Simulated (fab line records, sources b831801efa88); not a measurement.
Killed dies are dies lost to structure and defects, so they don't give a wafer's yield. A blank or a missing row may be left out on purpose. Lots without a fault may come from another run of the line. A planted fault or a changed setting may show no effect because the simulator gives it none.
fab line records | flow sky130 | part 1 of 2: steps 1 to 28 of 39
record lots=5 wafers=15 last_day=50
route steps=708 shown VT_ADJUST_LVTN@115 VT_ADJUST_NCORE@119 VT_ADJUST_HVTR@131 VT_ADJUST_PCH@143
lots that met no fault: from a run of the same line without faults
start_h: hours from the record's first day to the start of the lot's first wafer shown | wait_h: hours since the lot's step before | " the same as in the row above | L1.1+2: a row that stands for several wafers | - no value, or no start given | * or withheld: withheld | < > ~ a bound
route shown NAME@n: a module of which the file shows steps, and the number in the route of the first | usual: mean/standard deviation of fault-free wafers | same: alike in all rows | chamber/n: place in a boat | sites: the reading at each site | _std_site: their standard deviation | _edge_site: outer sites' mean less inner sites' | radius_mm: how far each site lies from the wafer's centre | mask NAME#n: copy n | behind: the tool/chamber that last shaped the wafer | hold: why the lot was held/for how many hours/how that ended | device: the transistor (n, p or np) that didn't switch | end of line: the same wafers' tests at the end of the route | a step without rows: its recipe alone | killed: dies lost to structure and defects at the first sort, not the wafer's yield | map: a wafer's dies, x killed, . not, _ none there
set.NAME: the setting as run; set.NAME@STEP: as run at that earlier step | model.NAME: the simulator's own value behind a step, which no gauge read
lots at some steps of the route; a table a step, a row a wafer
services: from which hour (start_h, from the record's first day; less than 0 if before it) a tool's chamber was out of use, for how many hours, and why
## steps
# step SKY_VT_ADJUST_LVTN_OVL_MEAS_18
# usual VT_ADJUST_LVTN_01_OVL=-0.7/1.2
# columns lot.wafer tool chamber start_h wait_h VT_ADJUST_LVTN_01_OVL[nm]
L075.1 overlay-01 - 167.28 0.1 0.3
L075.5 " - " " -0.7
L075.6 " - " " -1.1
L080.1 overlay-01 - 202.38 0.1 -3.2
L080.2 " - " " -2.9
L080.6 " - " " -4.4
L088.3 overlay-01 - 254.14 0.1 -0.1
L088.4 " - " " -0.5
L088.5 " - " " -1.3
L094.3 overlay-01 - 295.65 0.1 0.9
L094.4 " - " " 0.9
L094.6 " - " " 0.2
L096.1 overlay-02 - 316.08 0.1 -1.7
L096.4 " - " " -0.5
L096.6 " - " " -0.8
# step SKY_VT_ADJUST_LVTN_IMPLANT_19
# recipe species=B energy_kev=30 dose_cm2=6.5e+11 tilt_deg=withheld
# columns lot.wafer tool chamber start_h wait_h
L075.1+5+6 implanter-02 0 167.31 0.0
L080.1+2+6 implanter-01 0 202.41 0.0
L088.3+4+5 implanter-01 0 254.22 0.1
L094.3+4+6 implanter-04 0 295.72 0.1
L096.1+4+6 implanter-02 0 316.12 0.0
# step SKY_VT_ADJUST_LVTN_STRIP_20
# recipe chemistry=O2/N2 power_w=1400 pressure_mtorr=1500 platen_temp_c=withheld o2_flow_sccm=3000 n2_flow_sccm=300 overash_fraction=0.5
# usual drypump_motor_current_A=5.8/0.36 oes_product_au=0.716/0.0042 strip_time_to_endpoint_s=14.16/0.044
# columns lot.wafer tool chamber start_h wait_h drypump_motor_current_A oes_product_au rf_hours_counter_h strip_time_to_endpoint_s
L075.1 plasma_asher-03 0 167.46 0.1 5.2 0.713 37 14.23
L075.5 " 1 " " 6.3 0.722 - 14.23
L075.6 " 0 " " 5.2 0.721 - 14.21
L080.1 plasma_asher-01 1 202.56 0.1 6.1 0.711 8 14.14
L080.2 " 0 " " 5.5 0.716 8 14.16
L080.6 " 1 " " 6.1 0.714 - 14.19
L088.3 plasma_asher-01 1 254.35 0.1 6.1 0.715 - 14.13
L088.4 " 0 " " 5.5 0.711 - 14.18
L088.5 " 0 " " 5.5 0.716 - 14.17
L094.3 plasma_asher-02 1 295.86 0.1 5.8 0.718 - 14.11
L094.4 " 0 " " 5.6 0.714 - 14.13
L094.6 " 1 " " 5.8 0.718 - 14.12
L096.1 plasma_asher-01 1 316.27 0.1 6.2 0.711 20 14.13
L096.4 " 1 " " 6.2 0.720 - 14.17
L096.6 " 0 " " 5.5 0.720 - 14.18
# step SKY_VT_ADJUST_LVTN_TW_MEAS_21
# usual VT_ADJUST_LVTN_2_TW=189.1/1.2
# columns lot.wafer tool chamber start_h wait_h VT_ADJUST_LVTN_2_TW
L075.1 film_metro-04 - 167.56 0.1 190.4
L075.5 " - " " 190.3
L075.6 " - " " 190.6
L080.1 film_metro-04 - 202.66 0.1 190.4
L080.2 " - " " 190.5
L080.6 " - " " 190.5
L088.3 film_metro-03 - 254.44 0.1 188.0
L088.4 " - " " 187.0
L088.5 " - " " 187.3
L094.3 film_metro-01 - 295.94 0.1 188.8
L094.4 " - " " 188.6
L094.6 " - " " 188.8
L096.1 film_metro-01 - 316.37 0.1 189.3
L096.4 " - " " 189.1
L096.6 " - " " 188.6
# step SKY_VT_ADJUST_NCORE_DEHYDRATE_00
# recipe temp_c=200 time_s=60
# usual plate_temp_C=200.01/0.15
# columns lot.wafer tool chamber start_h wait_h plate_temp_C
L075.1 litho_track-02 0 178.14 10.6 200.09
L075.5 " 0 " " 200.09
L075.6 " 0 " " 199.88
L080.1 litho_track-04 0 212.03 9.4 199.83
L080.2 " 0 " " 200.05
L080.6 " 0 " " 200.28
L088.3 litho_track-03 0 266.29 11.8 200.10
L088.4 " 0 " " 199.80
L088.5 " 0 " " 200.06
L094.3 litho_track-04 0 307.83 11.9 200.04
L094.4 " 0 " " 200.03
L094.6 " 0 " " 200.21
L096.1 litho_track-04 0 329.28 12.9 200.04
L096.4 " 0 " " 199.91
L096.6 " 0 " " 200.05
# step SKY_VT_ADJUST_NCORE_HMDS_01
# recipe prime_time_s=60 prime_temp_c=120
# usual prime_temp_c=120.01/0.14
# columns lot.wafer tool chamber start_h wait_h prime_temp_c
L075.1 litho_track-02 0 178.29 0.1 120.15
L075.5 " 0 " " 120.17
L075.6 " 0 " " 120.13
L080.1 litho_track-04 0 212.18 0.1 120.19
L080.2 " 0 " " 120.16
L080.6 " 0 " " 120.32
L088.3 litho_track-03 0 266.44 0.1 120.10
L088.4 " 0 " " 120.22
L088.5 " 0 " " 120.10
L094.3 litho_track-04 0 307.98 0.1 120.06
L094.4 " 0 " " 119.82
L094.6 " 0 " " 119.89
L096.1 litho_track-04 0 329.43 0.1 120.12
L096.4 " 0 " " 119.92
L096.6 " 0 " " 120.09
# step SKY_VT_ADJUST_NCORE_COAT_02
# recipe resist=NOVOLAK spin_rpm=3000 resist_thk_nm=1140
# columns lot.wafer tool chamber start_h wait_h
L075.1+5+6 litho_track-02 0 178.44 0.1
L080.1+2+6 litho_track-04 0 212.33 0.1
L088.3+4+5 litho_track-03 0 266.59 0.1
L094.3+4+6 litho_track-04 0 308.13 0.1
L096.1+4+6 litho_track-04 0 329.58 0.1
# step SKY_VT_ADJUST_NCORE_SOFTBAKE_03
# recipe temp_c=90 time_s=60 resist=NOVOLAK
# usual plate_temp_C=90.00/0.13
# columns lot.wafer tool chamber start_h wait_h plate_temp_C
L075.1 litho_track-02 0 178.59 0.1 89.97
L075.5 " 0 " " 90.02
L075.6 " 0 " " 89.89
L080.1 litho_track-04 0 212.48 0.1 89.88
L080.2 " 0 " " 89.78
L080.6 " 0 " " 89.92
L088.3 litho_track-03 0 266.74 0.1 89.80
L088.4 " 0 " " 90.06
L088.5 " 0 " " 90.05
L094.3 litho_track-04 0 308.28 0.1 89.88
L094.4 " 0 " " 90.13
L094.6 " 0 " " 89.87
L096.1 litho_track-04 0 329.73 0.1 89.99
L096.4 " 0 " " 90.17
L096.6 " 0 " " 90.09
# step SKY_VT_ADJUST_NCORE_EXPOSE_04
# recipe mask_id=LVTN_COMPLEMENT_THIN na=0.6 source_shape=conventional sigma_outer=0.6 polarization=unpolarized target_cd_nm=380 dose_mj=139
# usual focus_offset_nm=0.1/0.5
# columns lot.wafer tool chamber start_h wait_h mask focus_offset_nm
L075.1 iline_stepper-02 0 - - LVTN_COMPLEMENT_THIN#0 0.1
L075.5 " 0 " " LVTN_COMPLEMENT_THIN#0 -0.4
L075.6 " 0 " " LVTN_COMPLEMENT_THIN#0 0.2
L080.1 iline_stepper-01 0 - - LVTN_COMPLEMENT_THIN#0 0.2
L080.2 " 0 " " LVTN_COMPLEMENT_THIN#0 -0.7
L080.6 " 0 " " LVTN_COMPLEMENT_THIN#0 0.6
L088.3 iline_stepper-02 0 - - LVTN_COMPLEMENT_THIN#0 0.5
L088.4 " 0 " " LVTN_COMPLEMENT_THIN#0 1.3
L088.5 " 0 " " LVTN_COMPLEMENT_THIN#0 0.5
L094.3 iline_stepper-01 0 - - LVTN_COMPLEMENT_THIN#0 0.3
L094.4 " 0 " " LVTN_COMPLEMENT_THIN#0 -0.6
L094.6 " 0 " " LVTN_COMPLEMENT_THIN#0 0.1
L096.1 iline_stepper-01 0 - - LVTN_COMPLEMENT_THIN#0 1.0
L096.4 " 0 " " LVTN_COMPLEMENT_THIN#0 0.0
L096.6 " 0 " " LVTN_COMPLEMENT_THIN#0 -0.2
# step SKY_VT_ADJUST_NCORE_PEB_05
# recipe temp_c=withheld time_s=* resist=NOVOLAK
# columns lot.wafer tool chamber start_h wait_h
L075.1+5+6 litho_track-04 0 - -
L080.1+2+6 litho_track-03 0 - -
L088.3+4+5 litho_track-02 0 - -
L094.3+4+6 litho_track-03 0 - -
L096.1+4+6 litho_track-03 0 - -
# step SKY_VT_ADJUST_NCORE_DEVELOP_06
# recipe resist=NOVOLAK developer=TMAH develop_time_s=60 dev_temp_c=23
# columns lot.wafer tool chamber start_h wait_h
L075.1+5+6 litho_track-04 0 188.18 0.1
L080.1+2+6 litho_track-03 0 223.44 0.1
L088.3+4+5 litho_track-02 0 279.04 0.1
L094.3+4+6 litho_track-03 0 321.74 0.1
L096.1+4+6 litho_track-03 0 342.69 0.1
# step SKY_VT_ADJUST_NCORE_CD_MEAS_07
# recipe target_cd_nm=380
# usual cd_nm=380.3/2.4
# columns lot.wafer tool chamber start_h wait_h cd_nm
L075.1 cd_sem-02 - 188.33 0.1 379.9
L075.5 " - " " 376.9
L075.6 " - " " 378.2
L080.1 cd_sem-01 - 223.65 0.2 380.9
L080.2 " - " " 381.1
L080.6 " - " " 380.5
L088.3 cd_sem-01 - 279.18 0.1 385.8
L088.4 " - " " 386.4
L088.5 " - " " 386.5
L094.3 cd_sem-02 - 321.88 0.1 379.3
L094.4 " - " " 380.5
L094.6 " - " " 380.7
L096.1 cd_sem-01 - 342.84 0.1 380.2
L096.4 " - " " 378.5
L096.6 " - " " 377.6
# step SKY_VT_ADJUST_NCORE_OVL_MEAS_08
# usual VT_ADJUST_NCORE_OVL=0.8/1.3
# columns lot.wafer tool chamber start_h wait_h VT_ADJUST_NCORE_OVL[nm]
L075.1 overlay-02 - 188.45 0.1 0.3
L075.5 " - " " 0.2
L075.6 " - " " -1.9
L080.1 overlay-02 - 223.77 0.1 -0.1
L080.2 " - " " 0.9
L080.6 " - " " 0.1
L088.3 overlay-01 - 279.27 0.1 -0.4
L088.4 " - " " 1.5
L088.5 " - " " 1.6
L094.3 overlay-01 - 321.97 0.1 1.4
L094.4 " - " " 1.0
L094.6 " - " " 0.0
L096.1 overlay-02 - 342.96 0.1 0.1
L096.4 " - " " -0.9
L096.6 " - " " 0.3
# step SKY_VT_ADJUST_NCORE_IMPLANT_09
# recipe species=B energy_kev=10 dose_cm2=2.4e+12 tilt_deg=withheld
# columns lot.wafer tool chamber start_h wait_h
L075.1+5+6 implanter-01 0 188.49 0.0
L080.1+2+6 implanter-02 0 223.80 0.0
L088.3+4+5 implanter-03 0 279.34 0.1
L094.3+4+6 implanter-01 0 322.04 0.1
L096.1+4+6 implanter-03 0 342.99 0.0
# step SKY_VT_ADJUST_NCORE_STRIP_10
# recipe chemistry=O2/N2 power_w=1400 pressure_mtorr=1500 platen_temp_c=withheld o2_flow_sccm=3000 n2_flow_sccm=300 overash_fraction=0.5
# usual drypump_motor_current_A=6.0/0.49 oes_product_au=0.715/0.0045 strip_time_to_endpoint_s=14.17/0.044
# columns lot.wafer tool chamber start_h wait_h drypump_motor_current_A oes_product_au rf_hours_counter_h strip_time_to_endpoint_s
L075.1 plasma_asher-04 1 188.64 0.1 6.7 0.710 51 14.16
L075.5 " 1 " " 6.7 0.705 - 14.15
L075.6 " 0 " " 6.2 0.719 - 14.17
L080.1 plasma_asher-03 0 223.95 0.1 5.2 0.706 43 14.23
L080.2 " 1 " " 6.3 0.719 43 14.20
L080.6 " 0 " " 5.2 0.712 - 14.20
L088.3 plasma_asher-01 0 279.48 0.1 5.5 0.715 - 14.15
L088.4 " 1 " " 6.1 0.720 - 14.08
L088.5 " 1 " " 6.1 0.720 - 14.12
L094.3 plasma_asher-03 0 322.18 0.1 5.2 0.720 - 14.15
L094.4 " 1 " " 6.3 0.708 - 14.13
L094.6 " 1 " " 6.3 0.715 - 14.16
L096.1 plasma_asher-03 1 343.14 0.1 6.3 0.716 54 14.06
L096.4 " 1 " " 6.3 0.712 - 14.11
L096.6 " 0 " " 5.2 0.717 - 14.11
# step SKY_VT_ADJUST_NCORE_TW_MEAS_11
# usual VT_ADJUST_NCORE_TW=220.5/1.2
# columns lot.wafer tool chamber start_h wait_h VT_ADJUST_NCORE_TW
L075.1 film_metro-04 - 188.74 0.1 221.3
L075.5 " - " " 222.0
L075.6 " - " " 221.9
L080.1 film_metro-04 - 224.05 0.1 221.2
L080.2 " - " " 220.7
L080.6 " - " " 220.5
L088.3 film_metro-03 - 279.60 0.1 219.6
L088.4 " - " " 219.2
L088.5 " - " " 220.9
L094.3 film_metro-04 - 322.26 0.1 221.4
L094.4 " - " " 220.5
L094.6 " - " " 220.0
L096.1 film_metro-02 - 343.24 0.1 220.0
L096.4 " - " " 218.5
L096.6 " - " " 219.4
# step SKY_VT_ADJUST_HVTR_DEHYDRATE_00
# recipe temp_c=200 time_s=60
# usual plate_temp_C=200.01/0.13
# columns lot.wafer tool chamber start_h wait_h plate_temp_C
L075.1 litho_track-01 0 199.08 10.3 200.11
L075.5 " 0 " " 200.11
L075.6 " 0 " " 200.05
L080.1 litho_track-01 0 232.93 8.9 199.96
L080.2 " 0 " " 199.72
L080.6 " 0 " " 199.87
L088.3 litho_track-02 0 291.34 11.7 200.38
L088.4 " 0 " " 199.91
L088.5 " 0 " " 200.16
L094.3 litho_track-02 0 335.09 12.8 200.03
L094.4 " 0 " " 199.85
L094.6 " 0 " " 200.02
L096.1 litho_track-02 0 356.59 13.3 200.05
L096.4 " 0 " " 199.98
L096.6 " 0 " " 200.02
# step SKY_VT_ADJUST_HVTR_HMDS_01
# recipe prime_time_s=60 prime_temp_c=120
# usual prime_temp_c=119.99/0.12
# columns lot.wafer tool chamber start_h wait_h prime_temp_c
L075.1 litho_track-01 0 199.23 0.1 119.86
L075.5 " 0 " " 119.92
L075.6 " 0 " " 120.16
L080.1 litho_track-01 0 233.08 0.1 120.27
L080.2 " 0 " " 120.05
L080.6 " 0 " " 119.95
L088.3 litho_track-02 0 291.49 0.1 119.99
L088.4 " 0 " " 119.91
L088.5 " 0 " " 119.97
L094.3 litho_track-02 0 335.24 0.1 120.08
L094.4 " 0 " " 119.97
L094.6 " 0 " " 120.06
L096.1 litho_track-02 0 356.74 0.1 119.92
L096.4 " 0 " " 120.15
L096.6 " 0 " " 120.18
# step SKY_VT_ADJUST_HVTR_COAT_02
# recipe resist=NOVOLAK spin_rpm=2938 resist_thk_nm=1140
# columns lot.wafer tool chamber start_h wait_h
L075.1+5+6 litho_track-01 0 199.38 0.1
L080.1+2+6 litho_track-01 0 233.23 0.1
L088.3+4+5 litho_track-02 0 291.64 0.1
L094.3+4+6 litho_track-02 0 335.39 0.1
L096.1+4+6 litho_track-02 0 356.89 0.1
# step SKY_VT_ADJUST_HVTR_SOFTBAKE_03
# recipe temp_c=90 time_s=60 resist=NOVOLAK
# usual plate_temp_C=89.99/0.15
# columns lot.wafer tool chamber start_h wait_h plate_temp_C
L075.1 litho_track-01 0 199.53 0.1 90.15
L075.5 " 0 " " 89.92
L075.6 " 0 " " 90.12
L080.1 litho_track-01 0 233.38 0.1 89.85
L080.2 " 0 " " 90.04
L080.6 " 0 " " 89.54
L088.3 litho_track-02 0 291.79 0.1 90.30
L088.4 " 0 " " 90.33
L088.5 " 0 " " 90.19
L094.3 litho_track-02 0 335.54 0.1 89.92
L094.4 " 0 " " 90.06
L094.6 " 0 " " 90.10
L096.1 litho_track-02 0 357.04 0.1 89.93
L096.4 " 0 " " 89.90
L096.6 " 0 " " 89.98
# step SKY_VT_ADJUST_HVTR_EXPOSE_04
# recipe mask_id=HVTRM target_cd_nm=380 na=0.6 source_shape=conventional sigma_outer=0.6 dose_mj=150
# usual focus_offset_nm=-0.1/0.54
# columns lot.wafer tool chamber start_h wait_h mask focus_offset_nm
L075.1 iline_stepper-02 0 - - HVTRM#0 0.7
L075.5 " 0 " " HVTRM#0 0.5
L075.6 " 0 " " HVTRM#0 0.7
L080.1 iline_stepper-01 0 - - HVTRM#0 0.0
L080.2 " 0 " " HVTRM#0 0.4
L080.6 " 0 " " HVTRM#0 -1.0
L088.3 iline_stepper-02 0 - - HVTRM#0 0.3
L088.4 " 0 " " HVTRM#0 -0.3
L088.5 " 0 " " HVTRM#0 0.6
L094.3 iline_stepper-01 0 - - HVTRM#0 -0.3
L094.4 " 0 " " HVTRM#0 -0.8
L094.6 " 0 " " HVTRM#0 0.3
L096.1 iline_stepper-02 0 - - HVTRM#0 0.0
L096.4 " 0 " " HVTRM#0 -0.8
L096.6 " 0 " " HVTRM#0 -0.5
# step SKY_VT_ADJUST_HVTR_PEB_05
# recipe temp_c=withheld time_s=* resist=NOVOLAK
# columns lot.wafer tool chamber start_h wait_h
L075.1+5+6 litho_track-04 0 - -
L080.1+2+6 litho_track-01 0 - -
L088.3+4+5 litho_track-04 0 - -
L094.3+4+6 litho_track-04 0 - -
L096.1+4+6 litho_track-04 0 - -
# step SKY_VT_ADJUST_HVTR_DEVELOP_06
# recipe develop_time_s=60 dev_temp_c=23
# columns lot.wafer tool chamber start_h wait_h
L075.1+5+6 litho_track-04 0 209.58 0.1
L080.1+2+6 litho_track-01 0 243.83 0.1
L088.3+4+5 litho_track-04 0 304.58 0.1
L094.3+4+6 litho_track-04 0 348.53 0.1
L096.1+4+6 litho_track-04 0 370.53 0.1
# step SKY_VT_ADJUST_HVTR_CD_MEAS_07
# recipe target_cd_nm=380
# usual cd_nm=378.9/2.3
# columns lot.wafer tool chamber start_h wait_h cd_nm
L075.1 cd_sem-02 - 209.73 0.1 378.2
L075.5 " - " " 378.1
L075.6 " - " " 378.5
L080.1 cd_sem-01 - 243.98 0.1 380.0
L080.2 " - " " 381.5
L080.6 " - " " 381.5
L088.3 cd_sem-02 - 304.72 0.1 376.5
L088.4 " - " " 375.6
L088.5 " - " " 379.1
L094.3 cd_sem-02 - 348.67 0.1 377.1
L094.4 " - " " 377.4
L094.6 " - " " 376.9
L096.1 cd_sem-02 - 370.68 0.1 380.3
L096.4 " - " " 379.4
L096.6 " - " " 379.0
# step SKY_VT_ADJUST_HVTR_OVL_MEAS_08
# usual VT_ADJUST_HVTR_OVL=0.0/1.4
# columns lot.wafer tool chamber start_h wait_h VT_ADJUST_HVTR_OVL[nm]
L075.1 overlay-01 - 209.85 0.1 2.9
L075.5 " - " " 3.1
L075.6 " - " " 3.0
L080.1 overlay-01 - 244.10 0.1 0.6
L080.2 " - " " 1.0
L080.6 " - " " 0.2
L088.3 overlay-02 - 304.81 0.1 1.0
L088.4 " - " " 0.8
L088.5 " - " " 0.8
L094.3 overlay-01 - 348.76 0.1 -1.2
L094.4 " - " " -1.5
L094.6 " - " " -2.9
L096.1 overlay-01 - 370.80 0.1 2.0
L096.4 " - " " 0.2
L096.6 " - " " 1.7
# step SKY_VT_ADJUST_HVTR_IMPLANT_09
# recipe species=B energy_kev=10 dose_cm2=2.1e+12 tilt_deg=withheld
# columns lot.wafer tool chamber start_h wait_h
L075.1+5+6 implanter-01 0 209.89 0.0
L080.1+2+6 implanter-01 0 244.13 0.0
L088.3+4+5 implanter-03 0 304.89 0.1
L094.3+4+6 implanter-01 0 348.84 0.1
L096.1+4+6 implanter-04 0 370.84 0.0
# step SKY_VT_ADJUST_HVTR_STRIP_10
# recipe chemistry=O2/N2 power_w=1400 pressure_mtorr=1500 platen_temp_c=withheld o2_flow_sccm=3000 n2_flow_sccm=300 overash_fraction=0.5
# usual drypump_motor_current_A=6.1/0.42 oes_product_au=0.716/0.0041 strip_time_to_endpoint_s=14.297/0.029
# columns lot.wafer tool chamber start_h wait_h drypump_motor_current_A oes_product_au rf_hours_counter_h strip_time_to_endpoint_s
L075.1 plasma_asher-04 0 210.04 0.1 6.2 0.712 53 14.332
L075.5 " 1 " " 6.7 0.718 - 14.345
L075.6 " 0 " " 6.2 0.716 - 14.330
L080.1 plasma_asher-01 0 244.28 0.1 5.5 0.722 12 14.335
L080.2 " 1 " " 6.1 0.712 12 14.359
L080.6 " 0 " " 5.5 0.715 - 14.360
L088.3 plasma_asher-02 0 305.02 0.1 5.6 0.712 - 14.338
L088.4 " 1 " " 5.9 0.712 - 14.350
L088.5 " 1 " " 5.9 0.718 - 14.362
L094.3 plasma_asher-04 0 348.97 0.1 6.2 0.716 - 14.296
L094.4 " 1 " " 6.7 0.717 - 14.301
L094.6 " 0 " " 6.2 0.722 - 14.280
L096.1 plasma_asher-01 0 370.99 0.1 5.5 0.713 26 14.269
L096.4 " 0 " " 5.5 0.713 - 14.302
L096.6 " 0 " " 5.5 0.715 - 14.291
# step SKY_VT_ADJUST_HVTR_TW_MEAS_11
# usual VT_ADJUST_HVTR_TW=212.1/0.95
# columns lot.wafer tool chamber start_h wait_h VT_ADJUST_HVTR_TW
L075.1 film_metro-01 - 210.14 0.1 212.0
L075.5 " - " " 210.2
L075.6 " - " " 210.8
L080.1 film_metro-02 - 244.38 0.1 211.6
L080.2 " - " " 212.9
L080.6 " - " " 212.5
L088.3 film_metro-01 - 305.11 0.1 212.6
L088.4 " - " " 212.1
L088.5 " - " " 211.4
L094.3 film_metro-01 - 349.06 0.1 212.0
L094.4 " - " " 212.6
L094.6 " - " " 211.6
L096.1 film_metro-02 - 371.09 0.1 211.9
L096.4 " - " " 212.9
L096.6 " - " " 211.7
